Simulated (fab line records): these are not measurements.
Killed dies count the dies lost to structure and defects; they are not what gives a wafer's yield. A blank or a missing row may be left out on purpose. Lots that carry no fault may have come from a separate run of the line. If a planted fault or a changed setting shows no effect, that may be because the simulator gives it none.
Which tool was responsible? ; flow sky130 ; 12 lots, 36 wafers sampled, at 6 steps of a route of 708

## WHAT THE GAUGES SHOWED, per wafer
SKY_VT_ADJUST_NCORE_OVL_MEAS_08.
lot;measured;on;VT_ADJUST_NCORE_OVL (nm)
L660;day 9 00:47;overlay-02;0.9 1.6 0.7
L664;day 9 21:02;overlay-01;0.9 0.2 -0.2
L668;day 10 19:50;overlay-01;3.0 1.5 2.8
L669;day 11 03:25;overlay-01;-0.8 -2.5 -1.4
L670;day 11 14:27;overlay-02;0.7 1.1 1.7
L671;day 11 20:05;overlay-01;1.0 0.8 0.4
L674;day 12 11:59;overlay-02;0.8 -0.3 1.0
L675;day 12 19:02;overlay-02;0.0 1.8 0.3
L677;day 13 08:56;overlay-02;-0.2 0.5 -0.1
L679;day 13 20:46;overlay-01;1.4 1.6 1.2
L682;day 14 23:53;overlay-01;0.2 -1.0 -1.7
L683;day 15 07:13;overlay-02;3.9 4.6 4.1

SKY_SONOS_TUNNEL_CD_MEAS_07 targets a cd of 410 nm.
lot;measured;on;cd_nm (nm)
L660;day 11 18:49;cd_sem-01;410.8 411.6 409.0
L664;day 12 18:51;cd_sem-02;412.2 411.8 410.5
L668;day 13 20:41;cd_sem-01;409.2 408.5 406.6
L669;day 14 05:01;cd_sem-02;410.4 410.6 408.6
L670;day 14 16:46;cd_sem-01;405.9 407.7 407.3
L671;day 14 22:52;cd_sem-01;410.8 410.6 410.3
L674;day 15 18:03;cd_sem-02;410.9 411.6 407.6
L675;day 16 00:44;cd_sem-01;403.8 406.1 407.5
L677;day 16 16:05;cd_sem-02;409.7 408.8 409.0
L679;day 17 06:38;cd_sem-01;410.7 410.3 411.1
L682;day 18 12:56;cd_sem-02;411.7 412.4 411.7
L683;day 18 22:34;cd_sem-02;411.0 411.1 409.1

SKY_RES_PROTECT_TW_MEAS_08.
lot;measured;on;POLY_GATE_TW
L660;day 15 19:55;film_metro-04;4015 4012 3994
L664;day 16 16:27;film_metro-03;4045 4035 4046
L668;day 17 19:57;film_metro-02;4048 4027 4036
L669;day 18 03:32;film_metro-02;3988 3994 3987
L670;day 18 23:25;film_metro-03;4011 4017 4013
L671;day 19 06:35;film_metro-02;4022 4051 4020
L674;day 20 03:26;film_metro-02;4041 4053 4051
L675;day 20 07:55;film_metro-02;4153 4206 4169
L677;day 21 01:16;film_metro-02;4168 4136 4162
L679;day 21 17:50;film_metro-02;4160 4141 4156
L682;day 22 19:55;film_metro-03;3940 3910 3957
L683;day 23 03:32;film_metro-04;3995 3992 3999

## EACH LOT AND THE TOOL THAT RAN IT (in order: tool; ch and the chambers of the sampled wafers; start)
lot;SKY_VT_ADJUST_PCH_STRIP_09;SKY_POLY_GATE_IMPLANT_02;SKY_RES_PROTECT_STRIP_07
L660;plasma_asher-04 ch 0,1, day 10 20:17;implanter-02 ch 0, day 15 19:41;plasma_asher-01 ch 0,1, day 15 19:50
L664;plasma_asher-02 ch 0,1, day 11 18:38;implanter-02 ch 0, day 16 16:13;plasma_asher-04 ch 0, day 16 16:20
L668;plasma_asher-03 ch 0,1, day 12 19:26;implanter-01 ch 0, day 17 19:43;plasma_asher-04 ch 0,1, day 17 19:50
L669;plasma_asher-03 ch 0,1, day 13 02:49;implanter-01 ch 0, day 18 03:17;plasma_asher-02 ch 0,1, day 18 03:26
L670;plasma_asher-04 ch 0,1, day 13 15:09;implanter-03 ch 0, day 18 23:12;plasma_asher-04 ch 0,1, day 18 23:19
L671;plasma_asher-03 ch 0,1, day 13 21:11;implanter-01 ch 0, day 19 06:20;plasma_asher-01 ch 0,1, day 19 06:29
L674;plasma_asher-03 ch 1, day 14 16:17;implanter-01 ch 0, day 20 03:12;plasma_asher-04 ch 0,1, day 20 03:20
L675;plasma_asher-04 ch 0,1, day 14 22:20;implanter-03 ch 0, day 20 07:22;plasma_asher-01 ch 0,1, day 20 07:49
L677;plasma_asher-03 ch 0,1, day 15 12:25;implanter-03 ch 0, day 21 00:42;plasma_asher-01 ch 0,1, day 21 01:09
L679;plasma_asher-02 ch 1, day 16 02:02;implanter-03 ch 0, day 21 17:17;plasma_asher-04 ch 0,1, day 21 17:43
L682;plasma_asher-04 ch 0,1, day 17 08:08;implanter-02 ch 0, day 22 19:42;plasma_asher-04 ch 0,1, day 22 19:49
L683;plasma_asher-03 ch 0,1, day 17 16:20;implanter-01 ch 0, day 23 03:17;plasma_asher-01 ch 1, day 23 03:26
- SKY_VT_ADJUST_PCH_STRIP_09: strips in O2/N2.
- SKY_POLY_GATE_IMPLANT_02
- SKY_RES_PROTECT_STRIP_07: strips in O2/N2.

## WHAT THE TOOLS THEMSELVES READ (means of the sampled wafers that have a number; where no wafer has one, the mark that the record gives instead)
SKY_VT_ADJUST_PCH_STRIP_09.
lot;tool;drypump_motor_current_A (A);oes_product_au (a.u.);strip_time_to_endpoint_s (s)
L660;plasma_asher-04;5.7;0.721;36.86
L664;plasma_asher-02;5.3;0.720;37.00
L668;plasma_asher-03;6.2;0.724;36.96
L669;plasma_asher-03;6.0;0.723;36.73
L670;plasma_asher-04;5.8;0.720;36.85
L671;plasma_asher-03;6.0;0.722;36.78
L674;plasma_asher-03;5.9;0.724;37.06
L675;plasma_asher-04;5.8;0.721;36.86
L677;plasma_asher-03;6.2;0.721;37.01
L679;plasma_asher-02;5.0;0.718;37.06
L682;plasma_asher-04;5.8;0.716;36.97
L683;plasma_asher-03;6.1;0.722;36.91

SKY_POLY_GATE_IMPLANT_02.
lot;tool;beam_energy_keV;beam_on_s (s);faraday_current_uA
L660;implanter-02;29.992;37;11451
L664;implanter-02;30.002;38;11170
L668;implanter-01;30.004;28;15091
L669;implanter-01;29.993;27;15406
L670;implanter-03;30.000;31;13378
L671;implanter-01;30.000;28;14878
L674;implanter-01;30.004;28;15063
L675;implanter-03;30.000;32;13410
L677;implanter-03;29.998;32;13290
L679;implanter-03;29.996;31;13621
L682;implanter-02;29.993;38;11236
L683;implanter-01;30.004;28;15085

SKY_RES_PROTECT_STRIP_07.
lot;tool;drypump_motor_current_A (A);oes_product_au (a.u.);strip_time_to_endpoint_s (s)
L660;plasma_asher-01;6.3;0.518;23.34
L664;plasma_asher-04;5.9;0.520;23.35
L668;plasma_asher-04;5.7;0.520;23.35
L669;plasma_asher-02;5.7;0.517;23.33
L670;plasma_asher-04;5.9;0.514;23.25
L671;plasma_asher-01;6.4;0.518;23.31
L674;plasma_asher-04;5.7;0.517;23.28
L675;plasma_asher-01;6.3;0.496;25.05
L677;plasma_asher-01;5.9;0.495;25.09
L679;plasma_asher-04;5.8;0.505;25.14
L682;plasma_asher-04;5.7;0.518;23.26
L683;plasma_asher-01;6.7;0.520;23.28

## THE ANSWER, worked out from the rows above alone
Rule: usual is defined by the lots themselves. The widest of any qualifying gaps counts: lots, ordered by their means at a reading, are off when they make up no more than a third of the lots, leave a main group of 4 or more, and stand apart from it by 3 or more times the standard deviation of that group's means. A main group whose means are all the same, to the digits that the tables above print for the reading, isn't used. Also off: a lot with no number at a reading for which 4 or more lots have one. All remaining lots with rows at the step are treated as sound. First the gauges in route order, then the tools' own readings, where a lot's mean is used as printed above. At the first step where some lot is off, the reading lying furthest off is the one used; lots without a number count as furthest.
Off: at SKY_RES_PROTECT_TW_MEAS_08 (POLY_GATE_TW), L675, L677, L679. Mean 4011 and standard deviation 33 in the main group.
A tool fits if, at a process step before that reading, it ran every lot that is off, and no sound lot after the first of them. Not tried: the gauges at SKY_RES_PROTECT_TW_MEAS_08; whatever is off there is also off at SKY_RES_PROTECT_STRIP_07, on other tools, and gauge error can't account for it. One fits: implanter-03 at SKY_POLY_GATE_IMPLANT_02. Its last sound lot is L670 (day 18 23:12), its first lot that is off L675 (day 20 07:22): a fault that began between those two fits.

## WHAT WAS PUT IN BY THE SIMULATOR
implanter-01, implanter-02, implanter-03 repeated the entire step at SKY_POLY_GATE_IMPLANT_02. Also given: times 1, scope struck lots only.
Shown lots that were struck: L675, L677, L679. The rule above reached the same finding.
